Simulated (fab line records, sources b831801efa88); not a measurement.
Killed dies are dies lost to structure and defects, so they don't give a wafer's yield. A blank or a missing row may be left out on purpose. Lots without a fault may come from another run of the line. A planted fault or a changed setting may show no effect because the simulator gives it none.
fab line records | flow gf180mcu
record lots=5 wafers=15 last_day=34
route steps=602 shown M4@469 V4@476 MIM@503
lots that met no fault: from a run of the same line without faults
start_h: hours from the record's first day to the start of the lot's first wafer shown | wait_h: hours since the lot's step before | " the same as in the row above | L1.1+2: a row that stands for several wafers | - no value, or no start given | * or withheld: withheld | < > ~ a bound
route shown NAME@n: a module of which the file shows steps, and the number in the route of the first | usual: mean/standard deviation of fault-free wafers | same: alike in all rows | chamber/n: place in a boat | sites: the reading at each site | _std_site: their standard deviation | _edge_site: outer sites' mean less inner sites' | radius_mm: how far each site lies from the wafer's centre | mask NAME#n: copy n | behind: the tool/chamber that last shaped the wafer | hold: why the lot was held/for how many hours/how that ended | device: the transistor (n, p or np) that didn't switch | end of line: the same wafers' tests at the end of the route | a step without rows: its recipe alone | killed: dies lost to structure and defects at the first sort, not the wafer's yield | map: a wafer's dies, x killed, . not, _ none there
set.NAME: the setting as run; set.NAME@STEP: as run at that earlier step | model.NAME: the simulator's own value behind a step, which no gauge read
lots at some steps of the route; a table a step, a row a wafer
services: from which hour (start_h, from the record's first day; less than 0 if before it) a tool's chamber was out of use, for how many hours, and why
## steps
# step GF_M4_DEVELOP_13
# recipe develop_time_s=60 dev_temp_c=21
# usual developer_temp_C=21.00/0.098
# columns lot.wafer tool chamber start_h wait_h developer_temp_C
L080.3 litho_track-01 0 589.30 0.1 21.01
L080.4 " 0 " " 21.11
L080.5 " 0 " " 21.04
L084.2 litho_track-02 0 627.58 0.2 21.08
L084.3 " 0 " " 20.97
L084.5 " 0 " " 20.92
L087.2 litho_track-02 0 648.73 0.2 20.96
L087.4 " 0 " " 20.90
L087.5 " 0 " " 20.77
L093.1 litho_track-01 0 684.15 0.2 20.83
L093.2 " 0 " " 20.97
L093.6 " 0 " " 21.12
L097.3 litho_track-02 0 712.75 0.1 21.07
L097.4 " 0 " " 21.13
L097.6 " 0 " " 21.09
# step GF_M4_CD_MEAS_14
# recipe target_cd_nm=280
# usual cd_nm=280.1/1.3
# columns lot.wafer tool chamber start_h wait_h cd_nm
L080.3 cd_sem-02 - 589.44 0.1 279.8
L080.4 " - " " 279.9
L080.5 " - " " 279.1
L084.2 cd_sem-02 - 627.73 0.1 279.1
L084.3 " - " " 280.6
L084.5 " - " " 279.3
L087.2 cd_sem-02 - 648.88 0.1 280.9
L087.4 " - " " 279.2
L087.5 " - " " 279.6
L093.1 cd_sem-02 - 684.30 0.1 280.2
L093.2 " - " " 281.9
L093.6 " - " " 278.2
L097.3 cd_sem-01 - 712.89 0.1 278.8
L097.4 " - " " 279.5
L097.6 " - " " 279.2
# step GF_M4_OVL_MEAS_15
# usual M4_OVL=3/7
# columns lot.wafer tool chamber start_h wait_h M4_OVL[nm]
L080.3 overlay-01 - 589.53 0.1 7
L080.4 " - " " 11
L080.5 " - " " 10
L084.2 overlay-02 - 627.83 0.1 3
L084.3 " - " " 4
L084.5 " - " " 3
L087.2 overlay-02 - 648.98 0.1 1
L087.4 " - " " 7
L087.5 " - " " 4
L093.1 overlay-01 - 684.42 0.1 -6
L093.2 " - " " -3
L093.6 " - " " -7
L097.3 overlay-02 - 712.99 0.1 -10
L097.4 " - " " -5
L097.6 " - " " -1
# step GF_M4_METAL_ETCH_16
# recipe chemistry=Cl2/BCl3 mask_material=KrF target_depth_nm=750.8 stop_on=SiO2 pressure_mtorr=8 icp_w=800 bias_w=140 Cl2_flow_sccm=80 bcl3_flow_sccm=40 time_s=125.1
# usual drypump_motor_current_A=6.0/0.42 oes_product_au=0.991/0.0067 throttle_valve_pct=28.229/0.011
# columns lot.wafer tool chamber start_h wait_h drypump_motor_current_A oes_product_au rf_hours_counter_h throttle_valve_pct
L080.3 rie_metal-02 1 589.60 0.1 6.6 0.991 - 28.221
L080.4 " 0 " " 6.2 0.996 - 28.232
L080.5 " 1 " " 6.6 0.999 - 28.240
L084.2 rie_metal-02 0 627.86 0.0 6.2 0.995 7 28.225
L084.3 " 0 " " 6.2 0.997 - 28.238
L084.5 " 1 " " 6.6 0.992 - 28.208
L087.2 rie_metal-02 1 649.01 0.0 6.6 0.988 15 28.220
L087.4 " 1 " " 6.6 0.993 - 28.216
L087.5 " 0 " " 6.2 0.990 - 28.217
L093.1 rie_metal-03 0 684.46 0.0 5.7 0.993 10 28.240
L093.2 " 0 " " 5.7 0.995 - 28.220
L093.6 " 0 " " 5.7 0.999 - 28.227
L097.3 rie_metal-03 1 713.05 0.1 5.4 0.987 - 28.230
L097.4 " 0 " " 5.7 0.992 - 28.219
L097.6 " 1 " " 5.4 0.982 - 28.226
# step GF_M4_STRIP_17
# recipe chemistry=O2/N2 power_w=1400 pressure_mtorr=1500 platen_temp_c=250 o2_flow_sccm=3000 n2_flow_sccm=300 overash_fraction=0.5
# usual drypump_motor_current_A=5.6/0.34 heater_power_w=335/28 oes_product_au=0.531/0.0057 strip_time_to_endpoint_s=7.24/0.065
# columns lot.wafer tool chamber start_h wait_h drypump_motor_current_A heater_power_w oes_product_au rf_hours_counter_h strip_time_to_endpoint_s
L080.3 plasma_asher-01 0 589.72 0.1 5.6 298 0.523 - 7.16
L080.4 " 1 " " 5.5 368 0.536 - 7.19
L080.5 " 1 " " 5.5 384 0.525 - 7.16
L084.2 plasma_asher-03 1 627.99 0.1 5.2 301 0.530 84 7.14
L084.3 " 1 " " 5.1 306 0.526 - 7.17
L084.5 " 0 " " 5.2 333 0.524 - 7.17
L087.2 plasma_asher-02 0 649.14 0.1 6.0 330 0.537 59 7.18
L087.4 " 0 " " 5.9 315 0.529 - 7.21
L087.5 " 0 " " 5.9 324 0.538 - 7.26
L093.1 plasma_asher-03 1 684.71 0.2 5.1 313 0.530 90 7.15
L093.2 " 0 " " 5.3 334 0.530 90 7.19
L093.6 " 0 " " 5.3 335 0.532 - 7.13
L097.3 plasma_asher-01 1 713.17 0.1 5.5 365 0.532 - 7.30
L097.4 " 0 " " 5.6 298 0.537 - 7.28
L097.6 " 0 " " 5.7 302 0.536 - 7.36
# step GF_M4_STRIP_18
# recipe chemistry=post_etch_residue_remover time_s=1200 temp_c=72.5
# usual bath_heat_duty_pct=15.0/1.4
# columns lot.wafer tool chamber start_h wait_h bath_heat_duty_pct
L080.3 wet_bench-04 2 589.79 0.0 14.1
L080.4 " 2 " " 13.6
L080.5 " 2 " " 14.0
L084.2 wet_bench-04 3 628.09 0.1 15.7
L084.3 " 3 " " 16.0
L084.5 " 3 " " 15.0
L087.2 wet_bench-03 3 649.24 0.1 14.1
L087.4 " 3 " " 15.0
L087.5 " 3 " " 16.5
L093.1 wet_bench-03 0 684.81 0.1 15.3
L093.2 " 0 " " 17.5
L093.6 " 0 " " 17.3
L097.3 wet_bench-01 2 713.24 0.0 16.0
L097.4 " 2 " " 15.3
L097.6 " 2 " " 14.0
# step GF_M4_CLEAN_19
# recipe chemistry=DIW dry=n2_spin
# columns lot.wafer tool chamber start_h wait_h
L080.3+4+5 wet_bench-03 1 590.16 0.0
L084.2+3+5 wet_bench-03 0 628.43 0.0
L087.2+4+5 wet_bench-04 1 649.99 0.1
L093.1+2+6 wet_bench-01 1 685.16 0.0
L097.3+4+6 wet_bench-03 2 713.58 0.0
# step GF_V4_CVD_00
# recipe material=SiO2 target_thk_nm=600 sigma_open_frac=0.3 temp_c=400 time_s=100 sih4_flow_sccm=60 pressure_mtorr=6
# usual sih4_flow_sccm=59.99/0.18
# columns lot.wafer tool chamber start_h wait_h sih4_flow_sccm
L080.3 hdpcvd-01 2 590.26 0.0 60.05
L080.4 " 1 " " 59.67
L080.5 " 0 " " 60.04
L084.2 hdpcvd-02 0 628.52 0.0 59.96
L084.3 " 1 " " 60.13
L084.5 " 1 " " 60.08
L087.2 hdpcvd-02 1 650.08 0.0 59.92
L087.4 " 2 " " 60.07
L087.5 " 1 " " 60.59
L093.1 hdpcvd-02 0 685.25 0.0 60.12
L093.2 " 2 " " 59.69
L093.6 " 1 " " 59.78
L097.3 hdpcvd-01 2 713.67 0.0 60.02
L097.4 " 1 " " 60.02
L097.6 " 0 " " 60.14
# step GF_V4_THK_MEAS_01
# recipe reads=SiO2_of_V4_CVD_00
# usual V4_CVD_00_THK=605/6.8
# columns lot.wafer tool chamber start_h wait_h V4_CVD_00_THK[nm]
L080.3 film_metro-03 - 590.35 0.1 601
L080.4 " - " " 597
L080.5 " - " " 604
L084.2 film_metro-02 - 628.61 0.0 606
L084.3 " - " " 617
L084.5 " - " " 612
L087.2 film_metro-02 - 650.16 0.0 616
L087.4 " - " " 616
L087.5 " - " " 616
L093.1 film_metro-01 - 685.32 0.0 610
L093.2 " - " " 611
L093.6 " - " " 610
L097.3 film_metro-02 - 713.77 0.1 603
L097.4 " - " " 589
L097.6 " - " " 598
# step GF_V4_CVD_02
# recipe material=SiO2 target_thk_nm=850 precursor=TEOS temp_c=400 time_s=94.851 rf_w=600
# usual heater_power_w=620/100
# columns lot.wafer tool chamber start_h wait_h heater_power_w since_wet_clean_h
L080.3 pecvd-01 2 590.39 0.0 621 208
L080.4 " 2 " " 652 -
L080.5 " 0 " " 647 -
L084.2 pecvd-04 0 628.66 0.0 471 24
L084.3 " 2 " " 613 24
L084.5 " 0 " " 483 -
L087.2 pecvd-04 0 650.21 0.0 471 45
L087.4 " 0 " " 501 -
L087.5 " 1 " " 863 -
L093.1 pecvd-01 0 685.38 0.1 656 303
L093.2 " 2 " " 580 303
L093.6 " 2 " " 634 -
L097.3 pecvd-02 0 713.81 0.0 542 539
L097.4 " 0 " " 599 -
L097.6 " 1 " " 681 -
# step GF_V4_THK_MEAS_03
# recipe reads=SiO2_of_V4_CVD_02
# usual V4_CVD_02_THK=853/12
# columns lot.wafer tool chamber start_h wait_h V4_CVD_02_THK[nm]
L080.3 film_metro-03 - 590.48 0.1 860
L080.4 " - " " 864
L080.5 " - " " 864
L084.2 film_metro-01 - 628.74 0.0 848
L084.3 " - " " 834
L084.5 " - " " 860
L087.2 film_metro-01 - 650.29 0.0 844
L087.4 " - " " 848
L087.5 " - " " 856
L093.1 film_metro-01 - 685.45 0.0 861
L093.2 " - " " 843
L093.6 " - " " 867
L097.3 film_metro-03 - 713.89 0.1 847
L097.4 " - " " 878
L097.6 " - " " 846
# step GF_V4_CMP_04
# recipe material=SiO2 down_force_psi=4 platen_rpm=60 pad_velocity_m_s=0.94248
# usual edge_zone_pressure_frac=0.999/0.0049 head_pressure_psi=4.001/0.0087 motor_current_A=12.4/0.64 time_to_endpoint_s=80/5.9
# columns lot.wafer tool chamber start_h wait_h edge_zone_pressure_frac head_pressure_psi motor_current_A time_to_endpoint_s
L080.3 cmp-02 3 590.57 0.1 1.007 4.000 13.0 78
L080.4 " 0 " " 0.995 3.995 13.0 85
L080.5 " 2 " " 1.002 4.003 12.8 80
L084.2 cmp-02 3 628.84 0.1 0.996 4.013 13.3 78
L084.3 " 1 " " 0.994 3.999 12.5 70
L084.5 " 3 " " 0.995 4.010 13.1 81
L087.4 cmp-01 3 650.39 0.1 0.993 4.012 12.3 80
L087.2 " 0 " " 1.000 4.015 13.5 78
L087.5 " 2 " " 1.006 3.998 10.8 85
L093.1 cmp-02 1 685.51 0.1 0.991 4.009 11.9 86
L093.2 " 2 " " 1.005 4.001 13.4 77
L093.6 " 1 " " 0.992 4.003 11.9 89
L097.4 cmp-02 3 713.93 0.0 0.998 4.007 12.8 93
L097.3 " 0 " " 1.000 3.998 12.6 87
L097.6 " 3 " " 0.999 4.000 12.7 82
# step GF_V4_BOW_MEAS_05
# recipe mode=bow
# usual V4_BOW=135/8.8
# columns lot.wafer tool chamber start_h wait_h V4_BOW[um]
L080.3 film_metro-03 - 590.86 0.2 141
L080.4 " - " " 139
L080.5 " - " " 156
L084.2 film_metro-01 - 629.11 0.2 140
L084.3 " - " " 141
L084.5 " - " " 143
L087.2 film_metro-03 - 650.66 0.2 132
L087.4 " - " " 122
L087.5 " - " " 125
L093.1 film_metro-02 - 685.81 0.2 154
L093.2 " - " " 144
L093.6 " - " " 151
L097.3 film_metro-02 - 714.27 0.2 146
L097.4 " - " " 154
L097.6 " - " " 149
# step GF_V4_DEHYDRATE_06
# recipe temp_c=200 time_s=60
# columns lot.wafer tool chamber start_h wait_h
L080.3+4+5 litho_track-03 0 600.85 10.0
L084.2+3+5 litho_track-02 0 638.73 9.6
L087.2+4+5 litho_track-03 0 659.63 8.9
L093.1+2+6 litho_track-03 0 694.30 8.5
L097.3+4+6 litho_track-03 0 722.55 8.3
# step GF_V4_HMDS_07
# recipe prime_time_s=60 prime_temp_c=120
# columns lot.wafer tool chamber start_h wait_h
L080.3+4+5 litho_track-03 0 601.00 0.1
L084.2+3+5 litho_track-02 0 638.88 0.1
L087.2+4+5 litho_track-03 0 659.78 0.1
L093.1+2+6 litho_track-03 0 694.45 0.1
L097.3+4+6 litho_track-03 0 722.70 0.1
# step GF_V4_COAT_08
# recipe resist=BARC temp_c=withheld time_s=withheld spin_rpm=withheld resist_thk_nm=withheld
# columns lot.wafer tool chamber start_h wait_h
L080.3+4+5 litho_track-03 0 601.15 0.1
L084.2+3+5 litho_track-02 0 639.03 0.1
L087.2+4+5 litho_track-03 0 659.93 0.1
L093.1+2+6 litho_track-03 0 694.60 0.1
L097.3+4+6 litho_track-03 0 722.85 0.1
# step GF_V4_COAT_09
# recipe resist=KrF spin_rpm=withheld resist_thk_nm=1000
# columns lot.wafer tool chamber start_h wait_h
L080.3+4+5 litho_track-03 0 - -
L084.2+3+5 litho_track-02 0 - -
L087.2+4+5 litho_track-03 0 - -
L093.1+2+6 litho_track-03 0 - -
L097.3+4+6 litho_track-03 0 - -
# step GF_V4_SOFTBAKE_10
# recipe temp_c=130 time_s=62.05 resist=KrF
# usual plate_sensor_t_centre_C=131.01/0.01 plate_sensor_t_edge_C=131.21/0.0096
# columns lot.wafer tool chamber start_h wait_h plate_sensor_t_centre_C plate_sensor_t_edge_C
L080.3 litho_track-03 0 - - 130.99 131.22
L080.4 " 0 " " 131.01 131.21
L080.5 " 0 " " 131.02 131.19
L084.2 litho_track-02 0 - - 131.01 131.22
L084.3 " 0 " " 131.02 131.2
L084.5 " 0 " " 131.02 131.21
L087.2 litho_track-03 0 - - 131.01 131.21
L087.4 " 0 " " 131 131.2
L087.5 " 0 " " 131 131.2
L093.1 litho_track-03 0 - - 131 131.22
L093.2 " 0 " " 131.04 131.21
L093.6 " 0 " " 131.01 131.2
L097.3 litho_track-03 0 - - 131 131.21
L097.4 " 0 " " 131.02 131.2
L097.6 " 0 " " 131.02 131.2
# step GF_V4_EXPOSE_11
# recipe mask_id=Via4 target_cd_nm=260 na=0.68 source_shape=conventional sigma_outer=0.6 dose_mj=38
# columns lot.wafer tool chamber start_h wait_h mask
L080.3+4+5 krf_scanner-01 0 - - Via4#0
L084.2+3+5 krf_scanner-02 0 - - Via4#0
L087.2+4+5 krf_scanner-02 0 - - Via4#0
L093.1+2+6 krf_scanner-02 0 - - Via4#0
L097.3+4+6 krf_scanner-01 0 - - Via4#0
# step GF_V4_PEB_12
# recipe peb_temp_c=135 peb_time_s=90 resist=KrF
# columns lot.wafer tool chamber start_h wait_h
L080.3+4+5 litho_track-03 0 - -
L084.2+3+5 litho_track-02 0 - -
L087.2+4+5 litho_track-03 0 - -
L093.1+2+6 litho_track-04 0 - -
L097.3+4+6 litho_track-04 0 - -
# step GF_V4_DEVELOP_13
# recipe develop_time_s=60 resist=KrF dev_temp_c=21
# usual developer_temp_C=21.00/0.11
# columns lot.wafer tool chamber start_h wait_h developer_temp_C
L080.3 litho_track-03 0 612.10 0.1 21.22
L080.4 " 0 " " 21.00
L080.5 " 0 " " 20.92
L084.2 litho_track-02 0 649.08 0.2 20.90
L084.3 " 0 " " 20.97
L084.5 " 0 " " 21.00
L087.2 litho_track-03 0 670.18 0.2 20.89
L087.4 " 0 " " 21.14
L087.5 " 0 " " 21.15
L093.1 litho_track-04 0 703.93 0.2 20.86
L093.2 " 0 " " 20.95
L093.6 " 0 " " 20.84
L097.3 litho_track-04 0 731.78 0.1 21.11
L097.4 " 0 " " 21.10
L097.6 " 0 " " 21.02
# step GF_V4_CD_MEAS_14
# recipe target_cd_nm=260
# usual cd_nm=260.2/1
# columns lot.wafer tool chamber start_h wait_h cd_nm
L080.3 cd_sem-02 - 612.24 0.1 261.6
L080.4 " - " " 261.9
L080.5 " - " " 259.9
L084.2 cd_sem-01 - 649.23 0.1 258.1
L084.3 " - " " 259.7
L084.5 " - " " 258.9
L087.2 cd_sem-01 - 670.32 0.1 259.9
L087.4 " - " " 260.7
L087.5 " - " " 260.7
L093.1 cd_sem-02 - 704.08 0.1 258.4
L093.2 " - " " 259.7
L093.6 " - " " 258.4
L097.3 cd_sem-02 - 731.92 0.1 259.0
L097.4 " - " " 258.9
L097.6 " - " " 259.1
# step GF_V4_OVL_MEAS_15
# usual V4_OVL=1/4.7
# columns lot.wafer tool chamber start_h wait_h V4_OVL[nm]
L080.3 overlay-01 - 612.34 0.1 -4
L080.4 " - " " 0
L080.5 " - " " 4
L084.2 overlay-01 - 649.33 0.1 0
L084.3 " - " " -9
L084.5 " - " " -8
L087.2 overlay-02 - 670.43 0.1 3
L087.4 " - " " 10
L087.5 " - " " 12
L093.1 overlay-01 - 704.21 0.1 -2
L093.2 " - " " -10
L093.6 " - " " 2
L097.3 overlay-02 - 732.02 0.1 0
L097.4 " - " " 3
L097.6 " - " " 4
# step GF_V4_ETCH_16
# recipe chemistry=N2/H2 target_depth_a=withheld overetch_a=withheld time_s=withheld target=BARC ion_energy_ev=200 source_w=500 bias_w=100 pressure_mtorr=30 n2_flow_sccm=100 h2_flow_sccm=200
# usual drypump_motor_current_A=5.7/0.47 oes_product_au=0.855/0.0051 throttle_valve_pct=13.226/0.0089
# columns lot.wafer tool chamber start_h wait_h drypump_motor_current_A oes_product_au throttle_valve_pct
L080.3 rie_diel-03 0 612.36 0.0 5.5 0.859 13.210
L080.4 " 2 " " 5.0 0.852 13.224
L080.5 " 3 " " 5.6 0.859 13.229
L084.2 rie_diel-02 2 649.36 0.0 6.6 0.851 13.226
L084.3 " 1 " " 5.2 0.855 13.204
L084.5 " 1 " " 5.2 0.849 13.219
L087.2 rie_diel-02 1 670.46 0.0 5.2 0.854 13.224
L087.4 " 2 " " 6.5 0.849 13.203
L087.5 " 0 " " 5.7 0.852 13.220
L093.1 rie_diel-03 0 704.24 0.0 5.5 0.854 13.229
L093.2 " 1 " " 5.8 0.860 13.221
L093.6 " 0 " " 5.5 0.852 13.228
L097.3 rie_diel-02 0 732.04 0.0 5.8 0.849 13.216
L097.4 " 1 " " 5.2 0.857 13.224
L097.6 " 3 " " 6.3 0.857 13.233
# step GF_V4_ETCH_17
# recipe chemistry=C4F8/O2/Ar mask_material=KrF target=SiO2 stop_on=TiN source_w=1500 bias_w=1200 pressure_mtorr=40 c4f8_flow_sccm=withheld O2_flow_sccm=6 Ar_flow_sccm=300 time_s=withheld target_depth_a=6300
# usual oes_product_au=0.855/0.0047
# columns lot.wafer tool chamber start_h wait_h oes_product_au
L080.3 rie_diel-03 0 - - 0.848
L080.4 " 2 " " 0.860
L080.5 " 3 " " 0.864
L084.2 rie_diel-02 2 - - 0.852
L084.3 " 1 " " 0.851
L084.5 " 1 " " 0.855
L087.2 rie_diel-02 1 - - 0.845
L087.4 " 2 " " 0.855
L087.5 " 0 " " 0.859
L093.1 rie_diel-03 0 - - 0.856
L093.2 " 1 " " 0.859
L093.6 " 0 " " 0.857
L097.3 rie_diel-02 0 - - 0.854
L097.4 " 1 " " 0.861
L097.6 " 3 " " 0.861
# step GF_V4_STRIP_18
# recipe chemistry=O2/N2 power_w=1400 pressure_mtorr=1500 platen_temp_c=250 o2_flow_sccm=3000 n2_flow_sccm=300 overash_fraction=0.5
# usual drypump_motor_current_A=5.6/0.35 heater_power_w=327/25 oes_product_au=0.592/0.0047
# columns lot.wafer tool chamber start_h wait_h drypump_motor_current_A heater_power_w oes_product_au rf_hours_counter_h
L080.3 plasma_asher-02 0 612.52 - 5.9 327 0.587 -
L080.4 " 1 " " 6.0 368 0.592 -
L080.5 " 0 " " 5.9 325 0.590 -
L084.2 plasma_asher-04 1 649.49 - 5.3 293 0.595 25
L084.3 " 0 " " 5.7 310 0.585 -
L084.5 " 1 " " 5.3 292 0.595 -
L087.2 plasma_asher-02 1 670.59 - 6.0 375 0.595 61
L087.4 " 0 " " 5.9 331 0.595 -
L087.5 " 1 " " 6.0 375 0.595 -
L093.1 plasma_asher-02 1 704.37 - 6.0 369 0.593 64
L093.2 " 0 " " 6.0 337 0.590 64
L093.6 " 1 " " 6.1 364 0.593 -
L097.3 plasma_asher-02 0 732.20 - 5.9 326 0.593 -
L097.4 " 1 " " 6.0 363 0.590 -
L097.6 " 1 " " 6.0 362 0.597 -
# step GF_V4_STRIP_19
# recipe chemistry=post_etch_residue_remover time_s=1200 temp_c=72.5
# usual bath_heat_duty_pct=14.8/1.2
# columns lot.wafer tool chamber start_h wait_h bath_heat_duty_pct
L080.3 wet_bench-04 3 612.59 0.0 16.6
L080.4 " 3 " " 16.7
L080.5 " 3 " " 13.4
L084.2 wet_bench-02 2 649.59 0.1 15.2
L084.3 " 2 " " 15.3
L084.5 " 2 " " 16.1
L087.2 wet_bench-03 3 670.69 0.1 15.0
L087.4 " 3 " " 15.8
L087.5 " 3 " " 14.9
L093.1 wet_bench-04 2 704.47 0.1 14.0
L093.2 " 2 " " 15.2
L093.6 " 2 " " 14.8
L097.3 wet_bench-02 2 732.29 0.1 16.3
L097.4 " 2 " " 15.1
L097.6 " 2 " " 16.3
# step GF_V4_CLEAN_20
# recipe chemistry=DIW dry=n2_spin
# columns lot.wafer tool chamber start_h wait_h
L080.3+4+5 wet_bench-03 0 612.93 0.0
L084.2+3+5 wet_bench-03 0 650.05 0.1
L087.2+4+5 wet_bench-04 1 671.03 0.0
L093.1+2+6 wet_bench-02 3 704.82 0.0
L097.3+4+6 wet_bench-02 3 732.66 0.0
# step GF_V4_SPUTTER_21
# recipe material=Ti target_thk_nm=15 chamber_pressure_pa=5 power_w=2500 substrate_temp_c=200 time_s=80.02
# usual throttle_valve_pct=29.9/0.84
# columns lot.wafer tool chamber start_h wait_h throttle_valve_pct
L080.3 pvd_sputter-03 - 613.02 0.0 29.2
L080.4 " - " " 29.8
L080.5 " - " " 29.3
L084.2 pvd_sputter-01 - 650.14 0.0 30.7
L084.3 " - " " 29.7
L084.5 " - " " 30.2
L087.2 pvd_sputter-03 - 671.12 0.0 29.5
L087.4 " - " " 29.8
L087.5 " - " " 29.6
L093.1 pvd_sputter-03 - 704.92 0.0 30.2
L093.2 " - " " 29.6
L093.6 " - " " 30.2
L097.3 pvd_sputter-03 - 732.76 0.0 28.9
L097.4 " - " " 29.5
L097.6 " - " " 30.3
# step GF_V4_SPUTTER_22
# recipe material=TiN target_thk_nm=10 chamber_pressure_pa=5 power_w=4000 time_s=40
# usual throttle_valve_pct=29.9/0.87
# columns lot.wafer tool chamber start_h wait_h throttle_valve_pct
L080.3 pvd_sputter-03 - 613.08 0.0 29.2
L080.4 " - " " 29.5
L080.5 " - " " 29.3
L084.2 pvd_sputter-01 - 650.20 0.0 30.6
L084.3 " - " " 30.2
L084.5 " - " " 30.2
L087.2 pvd_sputter-03 - 671.18 0.0 29.6
L087.4 " - " " 30.2
L087.5 " - " " 29.3
L093.1 pvd_sputter-03 - 704.98 0.0 30.0
L093.2 " - " " 29.4
L093.6 " - " " 30.1
L097.3 pvd_sputter-03 - 732.82 0.0 28.9
L097.4 " - " " 29.6
L097.6 " - " " 30.2
# step GF_V4_CVD_23
# recipe material=W target_thk_nm=350 time_s=104.9 temp_c=400 pressure_torr=40
# usual heater_power_w=895/65
# columns lot.wafer tool chamber start_h wait_h heater_power_w since_wet_clean_h
L080.3 cvd_w-01 1 613.16 0.1 800 -
L080.4 " 0 " " 968 -
L080.5 " 1 " " 803 -
L084.2 cvd_w-02 0 650.24 0.0 947 246
L084.3 " 0 " " 951 -
L084.5 " 0 " " 917 -
L087.2 cvd_w-01 1 671.22 0.0 839 767
L087.4 " 0 " " 1024 -
L087.5 " 1 " " 816 -
L093.1 cvd_w-01 0 705.02 0.0 978 801
L093.2 " 1 " " 810 801
L093.6 " 0 " " 969 -
L097.3 cvd_w-02 0 732.90 0.1 958 -
L097.4 " 1 " " 853 -
L097.6 " 0 " " 957 -
# step GF_V4_RS_MEAS_24
# recipe thk_meas_gauge=four-point-probe reads=W_of_V4_CVD_23+TiN_of_V4_SPUTTER_22+Ti_of_V4_SPUTTER_21
# usual V4_W_RS=0.327/0.0053
# columns lot.wafer tool chamber start_h wait_h V4_W_RS[ohm/sq]
L080.3 film_metro-01 - 613.29 0.1 0.334
L080.4 " - " " 0.335
L080.5 " - " " 0.326
L084.2 film_metro-03 - 650.38 0.1 0.336
L084.3 " - " " 0.332
L084.5 " - " " 0.334
L087.2 film_metro-03 - 671.35 0.1 0.323
L087.4 " - " " 0.326
L087.5 " - " " 0.326
L093.1 film_metro-02 - 705.13 0.1 0.332
L093.2 " - " " 0.328
L093.6 " - " " 0.331
L097.3 film_metro-01 - 733.02 0.1 0.327
L097.4 " - " " 0.318
L097.6 " - " " 0.324
# step GF_V4_THK_MEAS_25
# recipe thk_meas_gauge=xrf reads=W_of_V4_CVD_23
# usual V4_W_THK=359/7.1
# columns lot.wafer tool chamber start_h wait_h V4_W_THK[nm]
L080.3 film_metro-01 - 613.39 0.1 353
L080.4 " - " " 353
L080.5 " - " " 362
L084.2 film_metro-03 - 650.49 0.1 345
L084.3 " - " " 350
L084.5 " - " " 346
L087.2 film_metro-03 - 671.46 0.1 360
L087.4 " - " " 358
L087.5 " - " " 358
L093.1 film_metro-02 - 705.25 0.1 355
L093.2 " - " " 357
L093.6 " - " " 353
L097.3 film_metro-01 - 733.12 0.1 363
L097.4 " - " " 372
L097.6 " - " " 364
# step GF_V4_CMP_26
# recipe stop_on=SiO2 down_force_psi=3.5 platen_rpm=60 t_overpolish_s=15 target_thk_nm=0 pad_velocity_m_s=0.94248
# usual edge_zone_pressure_frac=1.000/0.0047 head_pressure_psi=3.502/0.008 motor_current_A=11.2/0.64 overpolish_run_s=15.000/0.0083 time_to_endpoint_s=82/3.6
# columns lot.wafer tool chamber start_h wait_h edge_zone_pressure_frac head_pressure_psi motor_current_A overpolish_run_s time_to_endpoint_s
L080.4 cmp-01 1 613.43 0.0 0.998 3.513 10.8 14.992 81
L080.3 " 3 " " 1.001 3.492 11.7 15.001 85
L080.5 " 1 " " 1.003 3.510 10.9 15.002 84
L084.2 cmp-01 1 650.74 0.2 0.992 3.501 10.7 14.973 79
L084.3 " 2 " " 0.991 3.504 10.1 15.001 85
L084.5 " 0 " " 1.000 3.491 12.0 14.999 79
L087.2 cmp-01 2 671.51 0.0 1.001 3.513 10.4 15.006 88
L087.4 " 1 " " 0.995 3.502 10.8 14.998 80
L087.5 " 3 " " 1.005 3.502 11.7 15.011 85
L093.2 cmp-01 1 705.31 0.0 0.997 3.506 11.3 14.975 78
L093.1 " 3 " " 1.000 3.499 11.5 15.005 79
L093.6 " 2 " " 1.001 3.496 10.3 14.998 83
L097.3 cmp-01 2 733.16 0.0 0.997 3.493 10.5 15.004 81
L097.4 " 0 " " 0.994 3.498 11.9 15.000 84
L097.6 " 2 " " 0.997 3.492 10.7 14.995 84
# step GF_MIM_SPUTTER_00
# recipe material=Ti target_thk_nm=37.5 arriving_ion_energy_ev=80 substrate_temp_c=200 chamber_pressure_pa=2 power_w=4000 time_s=150
# usual throttle_valve_pct=30.0/0.61
# columns lot.wafer tool chamber start_h wait_h throttle_valve_pct
L080.3 pvd_sputter-02 - 613.73 0.1 29.4
L080.4 " - " " 30.2
L080.5 " - " " 30.2
L084.2 pvd_sputter-03 - 650.94 0.1 30.3
L084.3 " - " " 30.0
L084.5 " - " " 30.3
L087.2 pvd_sputter-01 - 671.81 0.2 31.4
L087.4 " - " " 30.2
L087.5 " - " " 29.9
L093.1 pvd_sputter-02 - 705.61 0.1 30.2
L093.2 " - " " 30.5
L093.6 " - " " 29.3
L097.3 pvd_sputter-01 - 733.46 0.2 31.6
L097.4 " - " " 29.5
L097.6 " - " " 30.3
# step GF_MIM_SPUTTER_01
# recipe material=TiN target_thk_nm=30 power_w=6500 time_s=25 chamber_pressure_pa=0.4
# usual throttle_valve_pct=30.1/0.6
# columns lot.wafer tool chamber start_h wait_h throttle_valve_pct
L080.3 pvd_sputter-02 - 613.83 0.1 29.3
L080.4 " - " " 29.8
L080.5 " - " " 30.2
L084.2 pvd_sputter-03 - 651.04 0.1 30.1
L084.3 " - " " 30.2
L084.5 " - " " 30.0
L087.2 pvd_sputter-01 - 671.91 0.1 31.6
L087.4 " - " " 30.1
L087.5 " - " " 30.1
L093.1 pvd_sputter-02 - 705.71 0.1 30.2
L093.2 " - " " 30.5
L093.6 " - " " 29.6
L097.3 pvd_sputter-01 - 733.56 0.1 31.6
L097.4 " - " " 29.6
L097.6 " - " " 29.8
## services
# columns tool chamber start_h hours kind
cmp-01 - 568.05 5.8 repair
cmp-02 - 572.00 4.0 pm
krf_scanner-02 - 580.99 4.4 pm
hdpcvd-01 0 583.10 1.8 repair
krf_scanner-02 - 585.36 1.3 pm
cvd_w-01 - 593.54 1.8 repair
cmp-02 - 605.06 2.8 repair
cmp-01 - 616.05 1.4 repair
cmp-02 - 617.39 0.8 repair
rie_metal-02 - 617.74 0.5 repair
wet_bench-04 - 620.57 1.9 pm
pvd_sputter-01 - 623.27 8.7 repair
pvd_sputter-02 - 623.43 6.8 repair
rie_diel-03 0 632.39 10.9 repair
pvd_sputter-02 - 647.35 8.2 repair
plasma_asher-02 - 659.96 4.9 repair
plasma_asher-02 - 669.40 0.9 repair
rie_diel-02 2 670.95 2.7 repair
cmp-01 - 679.66 3.5 pm
cmp-01 - 687.80 0.5 repair
rie_diel-03 - 690.50 1.0 repair
krf_scanner-02 - 700.32 0.8 pm
krf_scanner-02 - 724.01 1.0 pm
cvd_w-01 0 725.87 7.8 repair
## key
fault none
